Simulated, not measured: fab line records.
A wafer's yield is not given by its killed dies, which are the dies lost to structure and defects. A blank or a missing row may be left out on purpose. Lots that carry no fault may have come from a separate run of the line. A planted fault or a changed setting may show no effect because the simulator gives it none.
Which of the tools did it? -- flow gf180mcu -- 24 lots, 72 wafers sampled, at 6 steps of a route of 602

## WHAT EACH GAUGE READ, for each wafer
GF_V1_THK_MEAS_25: measures by xrf. Usual: for V1_W_THK the level is 350 nm and the standard deviation is 6.
lot,measured,on,V1_W_THK (nm),flag
L074,day 18 08:29,film-metro-02,346 349 342,
L075,day 18 09:07,film-metro-04,348 339 351,
L076,day 19 00:38,film-metro-01,350 347 350,
L077,day 19 06:28,film-metro-02,348 341 350,
L078,day 19 19:57,film-metro-04,346 352 348,
L079,day 20 03:33,film-metro-02,349 349 349,
L080,day 20 19:59,film-metro-01,351 354 357,
L081,day 21 02:20,film-metro-01,345 354 349,
L082,day 21 12:24,film-metro-02,351 359 346,
L083,day 21 19:15,film-metro-01,364 347 357,
L084,day 21 23:12,film-metro-01,353 356 360,
L085,day 22 07:37,film-metro-02,358 353 359,
L086,day 22 23:40,film-metro-01,354 352 358,
L087,day 23 04:30,film-metro-04,343 355 355,
L088,day 23 09:35,film-metro-02,345 358 355,
L089,day 23 19:38,film-metro-02,344 341 347,
L090,day 24 01:30,film-metro-04,342 339 348,
L091,day 24 08:04,film-metro-01,353 349 341,
L092,day 24 13:07,film-metro-04,341 338 342,
L093,day 25 06:24,film-metro-02,357 354 358,
L094,day 25 08:55,film-metro-02,359 359 350,
L095,day 25 15:58,film-metro-01,356 358 357,
L096,day 26 01:37,film-metro-01,351 352 354,
L097,day 26 08:43,film-metro-04,344 341 342,

GF_V3_THK_MEAS_03. Usual: for V3_CVD_02_THK the level is 851 nm and the standard deviation is 12.
lot,measured,on,V3_CVD_02_THK (nm),flag
L074,day 21 14:28,film-metro-02,845 842 872,
L075,day 21 14:34,film-metro-04,845 848 854,
L076,day 22 07:02,film-metro-01,835 852 868,
L077,day 22 09:57,film-metro-02,857 838 873,
L078,day 22 22:08,film-metro-04,842 841 844,
L079,day 23 07:39,film-metro-01,824 823 838,
L080,day 23 21:55,film-metro-04,867 877 879,
L081,day 24 04:15,film-metro-04,855 855 856,
L082,day 24 13:25,film-metro-02,849 854 858,
L083,day 24 19:55,film-metro-02,841 860 851,
L084,day 25 00:35,film-metro-04,837 844 856,
L085,day 25 07:15,film-metro-01,836 839 860,
L086,day 25 22:32,film-metro-04,850 859 848,
L087,day 26 04:01,film-metro-02,825 837 841,
L088,day 26 07:58,film-metro-01,850 844 850,
L089,day 26 17:01,film-metro-02,861 872 872,
L090,day 26 22:27,film-metro-02,839 851 862,
L091,day 27 04:58,film-metro-01,835 842 837,
L092,day 27 08:52,film-metro-01,850 853 840,
L093,day 28 00:42,film-metro-02,840 835 864,
L094,day 28 03:58,film-metro-04,840 848 864,
L095,day 28 09:32,film-metro-02,839 851 861,
L096,day 28 18:45,film-metro-02,846 848 852,
L097,day 29 04:55,film-metro-04,848 851 850,

GF_M5_OVL_MEAS_08. Usual: for M5_OVL the level is -5 nm and the standard deviation is 5.2.
lot,measured,on,M5_OVL (nm),flag
L074,day 26 11:34,overlay-01,0 -4 1,
L075,day 26 12:34,overlay-01,4 5 6,
L076,day 27 02:11,overlay-01,-10 -6 -13,
L077,day 27 05:23,overlay-01,1 4 -5,
L078,day 27 15:40,overlay-01,-2 1 2,
L079,day 27 23:38,overlay-01,-3 4 -1,
L080,day 28 11:38,overlay-01,-17 -9 -10,
L081,day 28 18:51,overlay-02,-9 -9 -2,
L082,day 29 03:05,overlay-01,-7 -6 -4,
L083,day 29 07:08,overlay-02,1 4 1,
L084,day 29 13:38,overlay-01,-5 -8 -4,
L085,day 29 17:32,overlay-01,-9 -7 -3,
L086,day 30 07:47,overlay-01,-5 -11 -4,
L087,day 30 11:55,overlay-01,-5 -3 -4,
L088,day 30 16:13,overlay-01,-11 -11 -7,
L089,day 30 21:11,overlay-02,-10 -12 -12,
L090,day 31 04:55,overlay-01,-1 -6 -7,
L091,day 31 09:58,overlay-01,-6 -3 -11,
L092,day 31 13:05,overlay-01,-8 -7 -3,
L093,day 32 03:47,overlay-02,-6 -6 3,
L094,day 32 05:55,overlay-01,-3 -6 -3,
L095,day 32 09:53,overlay-01,-6 -6 0,
L096,day 32 18:09,overlay-02,-10 -11 -13,
L097,day 33 01:35,overlay-01,-4 -2 -6,

GF_V5_THK_MEAS_03. Usual: for V5_CVD_02_THK the level is 1450 nm and the standard deviation is 20.
lot,measured,on,V5_CVD_02_THK (nm),flag
L074,day 26 12:30,film-metro-02,1409 1423 1434,
L075,day 26 13:29,film-metro-02,1409 1406 1417,
L076,day 27 03:13,film-metro-02,1425 1436 1451,
L077,day 27 06:25,film-metro-04,1442 1437 1461,
L078,day 27 16:37,film-metro-01,1437 1429 1470,
L079,day 28 00:34,film-metro-01,1443 1431 1461,
L080,day 28 12:40,film-metro-01,1410 1436 1434,
L081,day 28 19:47,film-metro-04,1438 1484 1462,
L082,day 29 04:07,film-metro-04,1458 1460 1477,
L083,day 29 08:06,film-metro-02,1448 1473 1457,
L084,day 29 14:34,film-metro-01,1454 1449 1477,
L085,day 29 18:30,film-metro-02,1452 1440 1472,
L086,day 30 08:49,film-metro-02,1445 1488 1469,
L087,day 30 12:57,film-metro-02,1446 1436 1458,
L088,day 30 17:08,film-metro-02,1452 1473 1490,
L089,day 30 22:19,film-metro-04,1451 1482 1459,
L090,day 31 05:52,film-metro-01,1450 1467 1472,
L091,day 31 10:53,film-metro-01,1471 1490 1457,
L092,day 31 13:59,film-metro-01,1436 1417 1447,
L093,day 32 04:43,film-metro-04,1456 1440 1485,
L094,day 32 06:50,film-metro-02,1422 1434 1451,
L095,day 32 10:49,film-metro-04,1422 1453 1462,
L096,day 32 19:04,film-metro-02,1446 1475 1458,
L097,day 33 02:30,film-metro-04,1440 1455 1446,

GF_TOP_METAL_OVL_MEAS_15. Usual: for TOP_METAL_OVL the level is -1.3 nm and the standard deviation is 1.5.
lot,measured,on,TOP_METAL_OVL (nm),flag
L074,day 28 07:05,overlay-02,-0.7 -2.8 -1.0,
L075,day 28 08:01,overlay-01,-1.6 -2.3 -1.3,
L076,day 28 20:47,overlay-01,-3.0 1.9 -1.6,
L077,day 29 00:23,overlay-01,-3.7 -0.5 -1.6,
L078,day 29 09:58,overlay-02,-1.6 -2.7 0.5,
L079,day 29 17:18,overlay-01,-1.0 0.9 -1.6,
L080,day 30 05:57,overlay-01,-0.8 -1.7 -2.7,
L081,day 30 11:30,overlay-01,-0.1 -1.3 -2.4,
L082,day 30 18:32,overlay-01,-3.5 -2.2 -2.1,
L083,day 30 23:15,overlay-02,0.5 0.1 0.3,
L084,day 31 05:38,overlay-01,-1.7 -0.4 -1.0,
L085,day 31 08:47,overlay-01,-0.9 -1.4 -1.5,
L086,day 31 21:52,overlay-01,-1.7 -2.4 -1.3,
L087,day 32 02:46,overlay-01,-0.9 -4.3 -2.4,
L088,day 32 05:53,overlay-02,-1.2 -2.5 -3.4,
L089,day 32 10:54,overlay-01,-1.2 -1.5 -2.0,
L090,day 32 18:26,overlay-02,0.1 0.9 -0.8,
L091,day 32 22:35,overlay-01,-1.5 -0.4 -0.2,
L092,day 33 01:23,overlay-02,-1.8 -2.2 -1.2,
L093,day 33 14:29,overlay-02,-2.0 -2.3 -1.2,
L094,day 33 17:58,overlay-01,2.4 2.4 0.2,
L095,day 33 20:53,overlay-01,-1.0 -0.3 -2.0,
L096,day 34 04:36,overlay-01,-3.3 -1.2 -3.8,
L097,day 34 12:11,overlay-01,-0.8 1.5 -0.6,

## TOOL THAT RAN EACH LOT (tool first, then ch and the chambers of the sampled wafers, then the start)
lot,GF_V2_CMP_04
L074,"cmp-02 ch 0,1,3, day 19 10:41"
L075,"cmp-01 ch 1,2,3, day 19 10:58"
L076,"cmp-01 ch 0,2,3, day 20 03:40"
L077,"cmp-01 ch 1,2,3, day 20 08:23"
L078,"cmp-02 ch 1,3, day 20 21:29"
L079,"cmp-02 ch 0,2,3, day 21 05:54"
L080,"cmp-01 ch 0,1, day 21 21:10"
L081,"cmp-01 ch 0,3, day 22 03:26"
L082,"cmp-01 ch 1,2,3, day 22 13:33"
L083,"cmp-02 ch 1,3, day 22 20:14"
L084,"cmp-01 ch 0,1,3, day 23 00:15"
L085,"cmp-02 ch 1,3, day 23 08:22"
L086,"cmp-02 ch 0,1, day 23 23:49"
L087,"cmp-02 ch 0,2,3, day 24 04:50"
L088,"cmp-02 ch 0,1,2, day 24 09:32"
L089,"cmp-01 ch 0,3, day 24 19:16"
L090,"cmp-01 ch 0,2,3, day 25 01:15"
L091,"cmp-02 ch 0,1, day 25 08:15"
L092,"cmp-02 ch 0,1,2, day 25 13:17"
L093,"cmp-01 ch 0,1,3, day 26 05:07"
L094,"cmp-02 ch 0,1,3, day 26 07:49"
L095,"cmp-01 ch 0,3, day 26 14:37"
L096,"cmp-02 ch 0,2, day 26 23:08"
L097,"cmp-01 ch 0,1,3, day 27 11:14"
- GF_V2_CMP_04: polishes SiO2.

## AS READ BY THE TOOLS THEMSELVES (means over the sampled wafers that have a number; for cases with no such wafer, the mark the record gives instead)
GF_V2_CMP_04. Usual: motor-current-A 12.3 A, standard deviation 1.9; time-to-endpoint-s 82 s, standard deviation 5.9.
lot,tool,motor-current-A (A),time-to-endpoint-s (s),flag
L074,cmp-02,14.4,80,
L075,cmp-01,10.4,81,
L076,cmp-01,10.4,79,
L077,cmp-01,10.3,76,
L078,cmp-02,13.7,85,
L079,cmp-02,14.1,87,
L080,cmp-01,11.1,82,
L081,cmp-01,11.7,78,
L082,cmp-01,10.6,75,
L083,cmp-02,13.4,87,
L084,cmp-01,11.1,80,
L085,cmp-02,14.2,77,
L086,cmp-02,13.7,95,
L087,cmp-02,13.9,83,
L088,cmp-02,13.0,84,
L089,cmp-01,11.7,81,
L090,cmp-01,11.2,84,
L091,cmp-02,14.4,89,
L092,cmp-02,13.3,79,
L093,cmp-01,10.9,83,
L094,cmp-02,13.9,82,
L095,cmp-01,11.6,86,
L096,cmp-02,14.0,78,
L097,cmp-01,11.0,78,

## THE ANSWER, worked out from the rows above alone
Rule: take the mean of a lot's wafers that have a number; if it is more than 3 standard deviations from the usual mean, the lot is off. Also off: a lot with no number at a reading for which 4 or more lots have one. The other lots that the step has rows for count as sound. Order of review: gauges by route order, followed by the tools' own readings, for which a lot's mean as printed above is used. At the first step where some lot is off, the reading lying furthest off is the one used; lots without a number count as furthest.
None of the lots is off at any reading shown; this tells nothing.

## WHAT WAS PUT IN BY THE SIMULATOR
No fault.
